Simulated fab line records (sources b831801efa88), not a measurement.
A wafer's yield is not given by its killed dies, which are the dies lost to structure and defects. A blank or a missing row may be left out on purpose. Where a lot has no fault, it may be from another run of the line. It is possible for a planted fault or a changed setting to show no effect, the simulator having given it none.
Matching of chambers ; flow sky130 ; SKY_CAP2M_CVD_00 on pecvd-01 has 3 sister chambers
The step deposits SiO2, target thk 15.5 nm. 6 wafers are shown with their chamber, then 7 later ones without.

WAFERS PAIRED WITH THEIR CHAMBERS
wafer;chamber;heater-power-w (W)
L077.6;1;850
L080.4;0;697
L082.3;1;808
L082.6;0;727
L083.1;2;655
L083.5;2;666

WAFERS WHOSE CHAMBER IS MISSING
wafer;heater-power-w (W)
L083.6;712
L085.1;638
L085.2;766
L085.3;744
L090.1;799
L090.2;705
L090.3;686

CHAMBER TAKEN BY EACH
wafer;from the rows above;in truth
L083.6;0;0
L085.1;2;2
L085.2;can't be placed: 0 or 1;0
L085.3;0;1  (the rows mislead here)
L090.1;1;1
L090.2;can't be placed: 0 or 2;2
L090.3;can't be placed: 2 or 0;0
Placed correctly: 3 of 7. Cannot be placed on the basis of these rows: 3; the candidates contain the true chamber in 3. Wrongly placed: 1.
How it was worked out, from the rows above alone: a wafer's distance from a chamber is the root of the sum, over the readings, of the square of ((its reading less the chamber's mean) divided by the reading's scatter). If the next closest chamber is less than 2 further off than the closest, the wafer can't be placed; otherwise it belongs to the closest. A chamber's mean is the mean of its shown wafers. The scatter: the root of (the sum of the squares of (reading less its chamber's mean) over the shown wafers, divided by (wafers less chambers)).
